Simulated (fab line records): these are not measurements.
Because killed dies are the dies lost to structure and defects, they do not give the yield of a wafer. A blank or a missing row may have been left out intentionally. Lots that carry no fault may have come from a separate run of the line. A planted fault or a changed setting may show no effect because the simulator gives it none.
2 desks looking at one fault | flow sky130 | what lay behind the numbers comes last; until then each desk has only its own

TOOL OWNER'S DESK, pvd sputter-03
The tool's own readings at SKY_CAP2M_SPUTTER_02 (material TiN, target thk 200 nm, time 166.7 s): means of the sampled wafers that have a number, for each lot that ran on this tool. The brackets show how far a lot's mean lies from the usual mean; more than 4 standard deviations puts the lot out of limits, marked OUT.
Columns: A = chamber pressure pa at SKY_CAP2M_SPUTTER_02, usual 0.4000 Pa; B = throttle valve pct at SKY_CAP2M_SPUTTER_02, usual 29.4 %
lot  | first seen here | A      | B
L825 | day 42 13:53    | 0.4001 | 30.5
L829 | day 43 09:10    | 0.3995 | 29.8
L838 | day 45 18:56    | 0.3993 | 30.9
This desk's finding: nothing out of limits on any of the 3 lots.

FROM THE METROLOGY DESK
Lot by lot, what the gauges showed, no matter which tool ran the lot: averages of those sampled wafers that carry a number. The brackets show how far a lot's mean lies from the usual mean; more than 4 standard deviations puts the lot out of limits, marked OUT.
Columns: A = CONTACT_CVD_00_THK at SKY_CONTACT_THK_MEAS_01, usual 74.4 nm; B = CAP2M_TIN_RS at SKY_CAP2M_RS_MEAS_03, usual 6.94 ohm/sq; C = CAP2M_TIN_THK at SKY_CAP2M_THK_MEAS_04, usual 200.1 nm
lot  | first seen here | A    | B               | C
L817 | day 31 03:19    | 73.0 | 6.90            | 200.8
L818 | day 32 01:31    | 75.5 | 7.02            | 198.2
L820 | day 32 02:54    | 75.2 | 6.77            | 205.3
L819 | day 32 05:30    | 73.9 | 6.90            | 200.6
L825 | day 33 15:46    | 74.1 | 6.99            | 198.6
L827 | day 34 03:34    | 74.2 | 7.06            | 196.2
L829 | day 34 13:05    | 74.5 | 6.78            | 205.2
L839 | day 37 04:22    | 74.5 | 6.95            | 200.3
L838 | day 37 08:41    | 74.3 | 7.34 (+4.2) OUT | 189.6
L840 | day 37 11:08    | 73.4 | 6.97            | 199.4
Finding of this desk: L838 out of limits, first seen on L838 at day 45 19:04 (CAP2M_TIN_RS at SKY_CAP2M_RS_MEAS_03). Within limits: L817, L818, L820, L819, L825, L827, L829, L839, L840.

TAKEN TOGETHER
At day 45 19:04 the metrology desk could have sounded an alarm, on L838.
The tool owner's desk saw nothing out of limits.
Tool owner's desk: L838 on record, inside its limits.
All the named lots went through SKY_CAP2M_SPUTTER_02 on pvd sputter-03.

WHAT THE SIMULATOR PUT IN
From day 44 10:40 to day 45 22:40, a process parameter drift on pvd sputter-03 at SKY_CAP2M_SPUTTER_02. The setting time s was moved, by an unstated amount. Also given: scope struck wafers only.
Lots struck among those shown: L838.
Delay in hours, fault start to first out-of-limits reading, per desk: metrology desk 32.
